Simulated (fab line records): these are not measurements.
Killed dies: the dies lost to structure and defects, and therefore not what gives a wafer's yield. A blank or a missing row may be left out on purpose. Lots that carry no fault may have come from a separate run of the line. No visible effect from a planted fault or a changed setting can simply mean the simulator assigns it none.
One fault seen from 2 desks | flow sky130 | only its own numbers are on each desk; what lay behind them is given at the end

== FOR THE TOOL OWNER'S DESK: plasma-asher-03 ==
The tool's own readings at SKY_LDD_N_STRIP_16 (strips in O2/N2): means of the sampled wafers that have a number, for each lot that ran on this tool. Marked OUT: a lot whose mean sits more than 4 standard deviations from the usual mean, which makes it out of limits; the brackets give that distance.
Columns: A = drypump-motor-current-A at SKY_LDD_N_STRIP_16, usual 5.6 A; B = oes-product-au at SKY_LDD_N_STRIP_16, usual 0.406 a.u.; C = strip-time-to-endpoint-s at SKY_LDD_N_STRIP_16, usual 4.274 s
lot  | first seen here | A   | B     | C
L690 | day 22 06:36    | 5.6 | 0.403 | 4.273
L689 | day 22 07:22    | 5.6 | 0.404 | 4.274
L692 | day 23 00:42    | 5.6 | 0.404 | 4.268
L693 | day 23 09:43    | 5.7 | 0.409 | 4.284
L694 | day 23 18:13    | 5.6 | 0.404 | 4.279
This desk's verdict: no lot among the 5 shows anything out of limits.

== FROM THE METROLOGY DESK ==
Lot by lot, what the gauges showed, no matter which tool ran the lot: averages of those sampled wafers that carry a number. Marked OUT: a lot whose mean sits more than 4 standard deviations from the usual mean, which makes it out of limits; the brackets give that distance.
Columns: A = LDD_N_OVL at SKY_LDD_N_OVL_MEAS_07, usual 0.5 nm; B = cd-nm at SKY_LDD_P_CD_MEAS_07, usual 380.7 nm
lot  | first seen here | A    | B
L678 | day 18 12:53    | -0.9 | 377.4
L679 | day 18 13:17    | 0.2  | 383.3
L686 | day 20 18:35    | 0.5  | 377.0
L687 | day 21 04:26    | -0.4 | 379.5
L688 | day 21 15:56    | 2.0  | 381.2
L690 | day 22 05:22    | 0.6  | 382.5
L689 | day 22 06:08    | 1.0  | 384.7
L692 | day 22 23:26    | 1.9  | 378.1
L693 | day 23 08:29    | -0.6 | 384.4
L694 | day 23 16:59    | 2.3  | 382.0
L695 | day 23 19:44    | 0.7  | 383.5
L699 | day 25 16:38    | 0.1  | 379.8
L701 | day 26 01:01    | 1.3  | 374.3
This desk's verdict: no lot among the 13 shows anything out of limits.

== ALL TOGETHER ==
The desk of the tool owner found nothing out of limits.
From the metrology desk's view, nothing was out of limits.

== WHAT HAD BEEN PUT IN BY THE SIMULATOR ==
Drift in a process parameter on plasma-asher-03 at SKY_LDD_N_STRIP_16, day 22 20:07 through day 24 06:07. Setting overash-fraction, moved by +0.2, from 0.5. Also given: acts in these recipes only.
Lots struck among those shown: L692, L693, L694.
